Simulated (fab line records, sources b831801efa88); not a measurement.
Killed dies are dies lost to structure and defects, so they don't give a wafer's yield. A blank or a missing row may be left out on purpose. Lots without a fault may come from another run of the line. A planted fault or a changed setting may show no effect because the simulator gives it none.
fab line records | flow sky130
record lots=24 wafers=72 last_day=51
route steps=708 shown METAL1@440 VIA1@460 METAL4@598 VIA4@657 PAD_OPEN@701
lots that met no fault: from a run of the same line without faults
start_h: hours from the record's first day to the start of the lot's first wafer shown | wait_h: hours since the lot's step before | " the same as in the row above | L1.1+2: a row that stands for several wafers | - no value, or no start given | * or withheld: withheld | < > ~ a bound
route shown NAME@n: a module of which the file shows steps, and the number in the route of the first | usual: mean/standard deviation of fault-free wafers | same: alike in all rows | chamber/n: place in a boat | sites: the reading at each site | _std_site: their standard deviation | _edge_site: outer sites' mean less inner sites' | radius_mm: how far each site lies from the wafer's centre | mask NAME#n: copy n | behind: the tool/chamber that last shaped the wafer | hold: why the lot was held/for how many hours/how that ended | device: the transistor (n, p or np) that didn't switch | end of line: the same wafers' tests at the end of the route | a step without rows: its recipe alone | killed: dies lost to structure and defects at the first sort, not the wafer's yield | map: a wafer's dies, x killed, . not, _ none there
set.NAME: the setting as run; set.NAME@STEP: as run at that earlier step | model.NAME: the simulator's own value behind a step, which no gauge read
steps of the route over a sample of lots; a table a step, a row a wafer
services: from which hour (start_h, from the record's first day; less than 0 if before it) a tool's chamber was out of use, for how many hours, and why
## steps
# step SKY_METAL1_THK_MEAS_06
# recipe thk_meas_gauge=xrf reads=AlCu_of_METAL1_SPUTTER_02
# usual METAL1_ALCU_THK=255.7/2.6
# columns lot.wafer tool chamber start_h wait_h METAL1_ALCU_THK[nm]
L074.1 film_metro-02 - 721.65 0.1 255.0
L074.3 " - " " 255.7
L074.4 " - " " 257.9
L076.3 film_metro-03 - 733.14 0.1 258.7
L076.4 " - " " 256.1
L076.6 " - " " 256.0
L075.1 film_metro-03 - 735.94 0.1 262.3
L075.2 " - " " 258.5
L075.5 " - " " 256.1
L077.1 film_metro-04 - 753.18 0.1 256.7
L077.2 " - " " 253.2
L077.6 " - " " 250.4
L078.1 film_metro-03 - 763.34 0.1 255.9
L078.2 " - " " 253.9
L078.5 " - " " 254.6
L079.1 film_metro-02 - 773.59 0.1 255.6
L079.3 " - " " 256.0
L079.5 " - " " 255.6
L080.1 film_metro-02 - 776.22 0.1 256.1
L080.2 " - " " 256.4
L080.6 " - " " 256.8
L081.1 film_metro-02 - 787.73 0.1 254.0
L081.3 " - " " 251.5
L081.5 " - " " 255.0
L082.2 film_metro-02 - 790.10 0.1 251.7
L082.5 " - " " 255.3
L082.6 " - " " 255.3
L083.2 film_metro-02 - 801.37 0.1 257.0
L083.4 " - " " 255.4
L083.6 " - " " 257.2
L084.2 film_metro-02 - 808.64 0.1 259.5
L084.4 " - " " 256.3
L084.6 " - " " 255.6
L085.2 film_metro-04 - 815.33 0.1 253.4
L085.3 " - " " 249.0
L085.5 " - " " 251.8
L086.1 film_metro-02 - 824.79 0.1 253.0
L086.4 " - " " 257.5
L086.5 " - " " 254.4
L087.3 film_metro-02 - 831.76 0.1 256.1
L087.5 " - " " 260.3
L087.6 " - " " 261.1
L088.2 film_metro-03 - 838.27 0.1 258.3
L088.4 " - " " 258.0
L088.5 " - " " 260.5
L089.1 film_metro-02 - 849.20 0.1 258.1
L089.2 " - " " 257.9
L089.6 " - " " 257.2
L090.1 film_metro-03 - 874.57 0.1 258.9
L090.3 " - " " 258.0
L090.5 " - " " 255.0
L091.2 film_metro-02 - 879.20 0.1 253.2
L091.3 " - " " 252.8
L091.4 " - " " 254.6
L092.3 film_metro-03 - 887.21 0.1 255.5
L092.5 " - " " 255.8
L092.6 " - " " 257.5
L093.3 film_metro-02 - 892.26 0.1 252.5
L093.4 " - " " 256.3
L093.5 " - " " 258.1
L095.2 film_metro-04 - 905.84 0.1 253.0
L095.5 " - " " 251.5
L095.6 " - " " 250.9
L094.1 film_metro-04 - 906.55 0.1 258.4
L094.2 " - " " 257.3
L094.4 " - " " 253.7
L096.1 film_metro-02 - 907.65 0.1 252.2
L096.3 " - " " 255.7
L096.5 " - " " 256.4
L097.1 film_metro-03 - 945.14 0.1 254.7
L097.2 " - " " 254.7
L097.4 " - " " 259.1
# step SKY_VIA1_CMP_02
# recipe material=SiO2 down_force_psi=4 platen_rpm=60 pad_velocity_m_s=0.94248
# usual motor_current_A=11.8/1
# columns lot.wafer tool chamber start_h wait_h motor_current_A
L074.3 cmp-02 1 750.06 0.0 11.5
L074.1 " 3 " " 11.4
L074.4 " 0 " " 11.4
L076.3 cmp-02 0 761.40 0.0 11.0
L076.4 " 3 " " 11.7
L076.6 " 0 " " 11.6
L075.2 cmp-01 0 763.97 0.1 11.8
L075.1 " 2 " " 13.8
L075.5 " 3 " " 12.0
L077.2 cmp-02 2 781.29 0.1 12.5
L077.1 " 3 " " 11.9
L077.6 " 2 " " 12.4
L078.2 cmp-01 0 791.35 0.1 11.7
L078.1 " 1 " " 10.5
L078.5 " 0 " " 12.1
L079.1 cmp-01 3 801.87 0.1 11.9
L079.3 " 2 " " 14.1
L079.5 " 3 " " 11.7
L080.1 cmp-01 1 803.91 0.1 10.7
L080.2 " 2 " " 14.1
L080.6 " 2 " " 14.4
L081.3 cmp-01 3 815.92 0.1 11.2
L081.1 " 1 " " 10.4
L081.5 " 3 " " 11.5
L082.2 cmp-01 0 818.07 0.2 11.8
L082.5 " 1 " " 10.3
L082.6 " 2 " " 14.1
L083.4 cmp-01 3 828.62 0.0 11.0
L083.2 " 2 " " 13.6
L083.6 " 3 " " 11.2
L084.2 cmp-02 2 835.60 0.1 12.3
L084.4 " 3 " " 11.7
L084.6 " 1 " " 11.3
L085.3 cmp-02 1 841.85 0.0 11.4
L085.2 " 2 " " 13.2
L085.5 " 1 " " 11.1
L086.4 cmp-02 0 851.90 0.0 11.8
L086.1 " 1 " " 11.3
L086.5 " 0 " " 11.4
L087.3 cmp-02 2 858.09 0.1 12.3
L087.6 " 0 " " 11.7
L087.5 " 1 " " 11.6
L088.4 cmp-01 3 865.31 0.0 11.6
L088.2 " 0 " " 12.0
L088.5 " 0 " " 11.9
L089.1 cmp-02 3 876.27 0.1 11.7
L089.2 " 0 " " 11.0
L089.6 " 3 " " 11.6
L090.3 cmp-01 0 902.19 0.1 12.3
L090.1 " 1 " " 10.4
L090.5 " 3 " " 12.4
L091.4 cmp-02 2 905.44 0.0 12.1
L091.2 " 3 " " 10.8
L091.3 " 1 " " 11.2
L092.3 cmp-02 0 913.46 0.2 11.4
L092.6 " 1 " " 11.4
L092.5 " 2 " " 12.5
L093.4 cmp-01 0 918.78 0.0 12.1
L093.3 " 2 " " 13.8
L093.5 " 1 " " 10.3
L095.2 cmp-01 2 932.11 0.1 14.0
L095.6 " 0 " " 11.9
L095.5 " 1 " " 10.4
L094.2 cmp-02 0 932.35 0.0 11.8
L094.4 " 2 " " 13.5
L094.1 " 3 " " 11.5
L096.3 cmp-02 3 933.03 0.1 11.8
L096.1 " 0 " " 11.5
L096.5 " 2 " " 12.6
L097.1 cmp-01 1 971.01 0.1 10.5
L097.2 " 2 " " 14.5
L097.4 " 3 " " 11.8
# step SKY_METAL4_SPUTTER_00
# recipe material=Ti target_thk_nm=15 power_w=3000 time_s=10 chamber_pressure_pa=0.4
# usual throttle_valve_pct=29.9/1
# columns lot.wafer tool chamber start_h wait_h throttle_valve_pct
L074.1 pvd_sputter-03 - 916.67 0.2 29.1
L074.3 " - " " 29.2
L074.4 " - " " 31.0
L076.3 pvd_sputter-04 - 925.52 0.1 29.7
L076.4 " - " " 29.0
L076.6 " - " " 28.9
L075.1 pvd_sputter-04 - 928.77 0.1 30.2
L075.2 " - " " 30.7
L075.5 " - " " 28.8
L077.1 pvd_sputter-04 - 946.16 0.1 29.1
L077.2 " - " " 28.9
L077.6 " - " " 30.3
L078.1 pvd_sputter-04 - 954.71 0.1 30.3
L078.2 " - " " 29.1
L078.5 " - " " 29.3
L079.1 pvd_sputter-03 - 964.79 0.2 28.9
L079.3 " - " " 29.0
L079.5 " - " " 29.2
L080.1 pvd_sputter-03 - 965.61 0.2 29.0
L080.2 " - " " 29.2
L080.6 " - " " 31.7
L081.1 pvd_sputter-04 - 978.06 0.1 30.8
L081.3 " - " " 29.4
L081.5 " - " " 29.2
L082.2 pvd_sputter-04 - 979.58 0.2 30.3
L082.5 " - " " 30.1
L082.6 " - " " 28.8
L083.2 pvd_sputter-04 - 990.08 0.1 30.8
L083.4 " - " " 28.9
L083.6 " - " " 30.5
L084.2 pvd_sputter-04 - 994.73 0.2 28.7
L084.4 " - " " 29.0
L084.6 " - " " 29.4
L085.2 pvd_sputter-04 - 1001.16 0.2 29.2
L085.3 " - " " 29.7
L085.5 " - " " 29.1
L086.1 pvd_sputter-03 - 1011.77 0.1 31.2
L086.4 " - " " 28.8
L086.5 " - " " 29.0
L087.3 pvd_sputter-01 - 1015.69 0.2 28.0
L087.5 " - " " 31.1
L087.6 " - " " 27.9
L088.2 pvd_sputter-01 - 1021.30 0.1 31.8
L088.4 " - " " 30.6
L088.5 " - " " 30.4
L089.1 pvd_sputter-04 - 1029.78 0.1 30.8
L089.2 " - " " 29.1
L089.6 " - " " 29.6
L090.1 pvd_sputter-01 - 1052.95 0.1 31.9
L090.3 " - " " 31.2
L090.5 " - " " 31.7
L091.2 pvd_sputter-03 - 1057.57 0.2 29.5
L091.3 " - " " 29.2
L091.4 " - " " 31.2
L092.3 pvd_sputter-03 - 1062.77 0.2 31.1
L092.5 " - " " 29.1
L092.6 " - " " 29.1
L093.3 pvd_sputter-04 - 1066.73 0.1 29.5
L093.4 " - " " 30.9
L093.5 " - " " 30.6
L095.2 pvd_sputter-01 - 1078.75 0.1 31.9
L095.5 " - " " 30.7
L095.6 " - " " 31.0
L094.1 pvd_sputter-04 - 1079.69 0.2 30.7
L094.2 " - " " 28.9
L094.4 " - " " 30.8
L096.1 pvd_sputter-01 - 1080.72 0.2 32.1
L096.3 " - " " 30.6
L096.5 " - " " 32.0
L097.1 pvd_sputter-03 - 1110.97 0.1 29.1
L097.2 " - " " 31.3
L097.4 " - " " 29.3
# step SKY_METAL4_SPUTTER_02
# recipe material=AlCu target_thk_nm=735 power_w=10600 time_s=39.1 chamber_pressure_pa=0.4
# usual throttle_valve_pct=29.9/0.96
# columns lot.wafer tool chamber start_h wait_h throttle_valve_pct
L074.1 pvd_sputter-03 - 916.72 0.0 29.3
L074.3 " - " " 29.1
L074.4 " - " " 31.1
L076.3 pvd_sputter-04 - 925.57 0.0 29.4
L076.4 " - " " 28.8
L076.6 " - " " 29.0
L075.1 pvd_sputter-04 - 928.82 0.0 30.2
L075.2 " - " " 31.1
L075.5 " - " " 29.2
L077.1 pvd_sputter-04 - 946.20 0.0 29.4
L077.2 " - " " 29.1
L077.6 " - " " 30.3
L078.1 pvd_sputter-04 - 954.75 0.0 30.4
L078.2 " - " " 28.9
L078.5 " - " " 29.3
L079.1 pvd_sputter-03 - 964.83 0.0 29.3
L079.3 " - " " 29.0
L079.5 " - " " 29.4
L080.1 pvd_sputter-03 - 965.66 0.0 29.3
L080.2 " - " " 29.4
L080.6 " - " " 30.9
L081.1 pvd_sputter-04 - 978.10 0.0 30.9
L081.3 " - " " 29.5
L081.5 " - " " 28.8
L082.2 pvd_sputter-04 - 979.63 0.0 30.3
L082.5 " - " " 30.5
L082.6 " - " " 29.2
L083.2 pvd_sputter-04 - 990.13 0.0 30.8
L083.4 " - " " 28.9
L083.6 " - " " 30.0
L084.2 pvd_sputter-04 - 994.78 0.0 29.1
L084.4 " - " " 28.9
L084.6 " - " " 29.6
L085.2 pvd_sputter-04 - 1001.20 0.0 29.0
L085.3 " - " " 29.4
L085.5 " - " " 29.1
L086.1 pvd_sputter-03 - 1011.82 0.0 31.0
L086.4 " - " " 28.9
L086.5 " - " " 29.1
L087.3 pvd_sputter-01 - 1015.74 0.0 27.8
L087.5 " - " " 31.0
L087.6 " - " " 28.0
L088.2 pvd_sputter-01 - 1021.34 0.0 31.8
L088.4 " - " " 30.5
L088.5 " - " " 30.7
L089.1 pvd_sputter-04 - 1029.83 0.0 30.6
L089.2 " - " " 29.5
L089.6 " - " " 29.5
L090.1 pvd_sputter-01 - 1052.99 0.0 31.6
L090.3 " - " " 31.1
L090.5 " - " " 31.7
L091.2 pvd_sputter-03 - 1057.61 0.0 28.9
L091.3 " - " " 29.0
L091.4 " - " " 31.2
L092.3 pvd_sputter-03 - 1062.81 0.0 31.4
L092.5 " - " " 29.3
L092.6 " - " " 29.2
L093.3 pvd_sputter-04 - 1066.78 0.0 29.6
L093.4 " - " " 30.9
L093.5 " - " " 31.0
L095.2 pvd_sputter-01 - 1078.79 0.0 32.0
L095.5 " - " " 30.3
L095.6 " - " " 31.4
L094.1 pvd_sputter-04 - 1079.74 0.0 30.3
L094.2 " - " " 29.0
L094.4 " - " " 30.7
L096.1 pvd_sputter-01 - 1080.77 0.0 31.5
L096.3 " - " " 30.6
L096.5 " - " " 32.0
L097.1 pvd_sputter-03 - 1111.02 0.0 28.8
L097.2 " - " " 30.9
L097.4 " - " " 29.2
# step SKY_VIA4_CVD_18
# recipe material=W target_thk_nm=505 time_s=152.14 temp_c=400 pressure_torr=40
# usual heater_power_outer_w=540/41 heater_power_w=868/62
# columns lot.wafer tool chamber start_h wait_h heater_power_outer_w heater_power_w
L074.1 cvd_w-02 1 993.08 0.0 468 769
L074.3 " 0 " " 557 898
L074.4 " 1 " " 472 769
L076.3 cvd_w-01 1 1001.38 0.1 538 879
L076.4 " 0 " " 573 923
L076.6 " 0 " " 600 928
L075.1 cvd_w-02 0 1004.08 0.0 570 868
L075.2 " 1 " " 484 737
L075.5 " 0 " " 560 897
L077.1 cvd_w-01 0 1020.98 0.0 585 921
L077.2 " 1 " " 531 884
L077.6 " 1 " " 545 869
L078.1 cvd_w-02 1 1028.33 0.0 477 754
L078.2 " 0 " " 547 873
L078.5 " 0 " " 557 886
L079.1 cvd_w-02 1 1037.71 0.0 490 769
L079.3 " 1 " " 473 770
L079.5 " 0 " " 554 899
L080.1 cvd_w-01 0 1037.91 0.0 579 936
L080.2 " 1 " " 529 879
L080.6 " 1 " " 537 899
L081.1 cvd_w-01 1 1049.68 0.0 539 888
L081.3 " 0 " " 585 893
L081.5 " 0 " " 587 919
L082.2 cvd_w-02 1 1049.98 0.0 481 759
L082.5 " 1 " " 496 757
L082.6 " 0 " " 562 884
L083.2 cvd_w-02 0 1060.14 0.0 570 911
L083.4 " 0 " " 557 889
L083.6 " 0 " " 567 896
L084.2 cvd_w-02 0 1065.26 0.0 559 894
L084.4 " 0 " " 568 873
L084.6 " 1 " " 475 769
L085.2 cvd_w-01 0 1071.01 0.0 577 950
L085.3 " 0 " " 586 916
L085.5 " 0 " " 585 919
L086.1 cvd_w-01 0 1080.38 0.0 568 917
L086.4 " 1 " " 536 897
L086.5 " 1 " " 518 872
L087.3 cvd_w-02 0 1083.29 0.1 581 899
L087.5 " 0 " " 581 879
L087.6 " 1 " " 483 736
L088.2 cvd_w-02 1 1087.79 0.0 473 767
L088.4 " 1 " " 485 772
L088.5 " 0 " " 569 908
L089.1 cvd_w-01 0 1096.12 0.0 591 937
L089.2 " 1 " " 521 897
L089.6 " 0 " " 581 922
L090.1 cvd_w-01 1 1116.68 0.0 528 906
L090.3 " 1 " " 535 897
L090.5 " 0 " " 601 936
L091.2 cvd_w-01 1 1120.94 0.0 532 886
L091.3 " 0 " " 569 924
L091.4 " 1 " " 525 873
L092.3 cvd_w-01 1 1125.80 0.1 537 877
L092.5 " 1 " " 536 899
L092.6 " 0 " " 575 918
L093.3 cvd_w-02 0 1129.51 0.1 562 902
L093.4 " 1 " " 466 761
L093.5 " 1 " " 490 771
L095.2 cvd_w-01 0 1140.73 0.0 588 939
L095.5 " 1 " " 555 905
L095.6 " 0 " " 580 935
L094.1 cvd_w-02 1 1141.95 0.0 473 784
L094.2 " 0 " " 574 909
L094.4 " 0 " " 568 907
L096.1 cvd_w-02 0 1142.60 0.0 569 889
L096.3 " 0 " " 567 894
L096.5 " 0 " " 580 868
L097.1 cvd_w-01 1 1168.51 0.0 533 887
L097.2 " 0 " " 585 936
L097.4 " 1 " " 532 889
# step SKY_PAD_OPEN_ETCH_07
# recipe chemistry=CF4/O2 target_depth_nm=725 stop_on=AlCu source_w=800 bias_w=150 pressure_mtorr=150 cf4_flow_sccm=80 O2_flow_sccm=10 time_s=161.1
# usual drypump_motor_current_A=5.6/0.38 oes_product_au=0.978/0.0069 throttle_valve_pct=5.966/0.009
# columns lot.wafer tool chamber start_h wait_h drypump_motor_current_A oes_product_au rf_hours_counter_h throttle_valve_pct
L074.1 rie_diel-04 0 1061.64 - 5.4 0.983 16 5.965
L074.3 " 1 " " 6.1 0.978 26 5.966
L074.4 " 2 " " 5.5 0.985 17 5.970
L076.3 rie_diel-04 0 1069.72 - 5.5 0.976 16 5.969
L076.4 " 2 " " 5.5 0.981 18 5.976
L076.6 " 2 " " 5.5 0.986 - 5.987
L075.1 rie_diel-04 0 1071.17 - 5.5 0.976 16 5.958
L075.2 " 1 " " 6.1 0.988 27 5.953
L075.5 " 0 " " 5.4 0.990 - 5.983
L077.1 rie_diel-03 3 1086.67 - 5.8 0.986 9 5.970
L077.2 " 2 " " 6.0 0.977 11 5.964
L077.6 " 2 " " 6.0 0.983 - 5.978
L078.1 rie_diel-01 2 1094.05 - 5.1 0.962 17 5.957
L078.2 " 0 " " 5.2 0.977 23 5.972
L078.5 " 3 " " 6.0 0.981 - 5.959
L079.1 rie_diel-03 3 1102.62 - 5.9 0.967 9 5.978
L079.3 " 2 " " 6.0 0.974 11 5.962
L079.5 " 0 " " 5.1 0.979 - 5.959
L080.1 rie_diel-04 0 1102.64 - 5.5 0.983 17 5.960
L080.2 " 1 " " 6.1 0.980 28 5.970
L080.6 " 2 " " 5.5 0.996 - 5.964
L081.1 rie_diel-04 1 1112.42 - 6.1 0.983 28 5.973
L081.3 " 2 " " 5.5 0.977 19 5.969
L081.5 " 3 " " 6.1 0.986 - 5.959
L082.2 rie_diel-03 1 1113.57 - 5.7 0.969 28 5.968
L082.5 " 1 " " 5.7 0.962 - 5.961
L082.6 " 0 " " 5.1 0.989 - 5.970
L083.2 rie_diel-03 3 1123.20 - 5.9 0.995 10 5.964
L083.4 " 2 " " 6.0 0.985 12 5.968
L083.6 " 2 " " 6.0 0.985 - 5.962
L084.2 rie_diel-04 3 1126.87 - 6.1 0.973 17 5.956
L084.4 " 0 " " 5.5 0.976 18 5.970
L084.6 " 3 " " 6.1 0.982 - 5.969
L085.2 rie_diel-03 0 1132.84 - 5.2 0.978 16 5.973
L085.3 " 2 " " 6.0 0.971 12 5.948
L085.5 " 1 " " 5.7 0.973 - 5.975
L086.1 rie_diel-04 3 1141.67 - 6.1 0.982 18 5.974
L086.4 " 2 " " 5.5 0.987 20 5.979
L086.5 " 0 " " 5.5 0.977 - 5.974
L087.3 rie_diel-01 1 1143.44 - 5.3 0.979 25 5.985
L087.5 " 2 " " 5.1 0.973 - 5.976
L087.6 " 1 " " 5.2 0.988 - 5.975
L088.2 rie_diel-04 1 1147.02 - 6.2 0.975 29 5.965
L088.4 " 2 " " 5.5 0.991 20 5.962
L088.5 " 0 " " 5.5 0.984 - 5.956
L089.1 rie_diel-03 2 1154.79 - 6.0 0.978 13 5.966
L089.2 " 3 " " 5.9 0.975 11 5.975
L089.6 " 1 " " 5.7 0.976 - 5.951
L090.1 rie_diel-01 1 1170.65 - 5.2 0.971 26 5.968
L090.3 " 3 " " 6.0 0.979 29 5.973
L090.5 " 2 " " 5.1 0.981 - 5.967
L091.2 rie_diel-01 2 1176.80 - 5.1 0.974 21 5.967
L091.3 " 0 " " 5.1 0.988 27 5.970
L091.4 " 3 " " 6.0 0.983 29 5.958
L092.3 rie_diel-03 1 1179.97 - 5.7 0.970 31 5.949
L092.5 " 0 " " 5.2 0.983 - 5.967
L092.6 " 1 " " 5.7 0.977 - 5.962
L093.3 rie_diel-01 0 1184.30 - 5.1 0.975 27 5.967
L093.4 " 1 " " 5.2 0.995 - 5.970
L093.5 " 3 " " 6.0 0.981 - 5.977
L095.2 rie_diel-01 0 1193.72 - 5.1 0.978 27 5.970
L095.5 " 0 " " 5.1 0.969 - 5.963
L095.6 " 1 " " 5.2 0.975 - 5.971
L094.1 rie_diel-04 1 1194.42 - 6.1 0.976 0 5.975
L094.2 " 2 " " 5.5 0.974 25 5.955
L094.4 " 3 " " 6.1 0.983 19 5.966
L096.1 rie_diel-01 0 1194.77 - 5.2 0.970 28 5.961
L096.3 " 1 " " 5.2 0.979 - 5.961
L096.5 " 0 " " 5.2 0.983 - 5.949
L097.1 rie_diel-01 0 1216.62 - 5.2 0.972 29 5.976
L097.2 " 2 " " 5.1 0.978 22 5.950
L097.4 " 1 " " 5.2 0.978 28 5.969
## services
# columns tool chamber start_h hours kind
cmp-01 - 740.41 0.6 repair
cmp-02 - 744.00 4.0 pm
cmp-01 - 744.11 0.8 repair
cvd_w-02 - 748.48 2.5 repair
cmp-02 - 757.98 1.3 repair
pvd_sputter-04 - 810.02 5.7 repair
pvd_sputter-03 - 814.19 1.0 repair
cvd_w-01 1 824.63 4.0 repair
cmp-02 - 828.45 0.5 repair
cvd_w-02 - 839.34 14.6 pm
cmp-01 - 843.13 0.5 repair
cmp-02 - 849.14 1.7 repair
cmp-02 - 854.61 1.8 repair
cvd_w-02 - 878.19 2.8 pm
pvd_sputter-03 - 892.44 0.6 repair
cvd_w-01 - 904.09 14.0 pm
cmp-01 - 906.92 6.5 repair
pvd_sputter-04 - 910.19 11.4 repair
cmp-01 - 913.43 4.0 pm
cvd_w-02 1 926.04 11.0 repair
cmp-01 - 955.08 1.2 repair
pvd_sputter-04 - 962.67 6.6 repair
pvd_sputter-03 - 1071.31 1.5 repair
pvd_sputter-03 - 1174.94 0.6 repair
## key
fault none
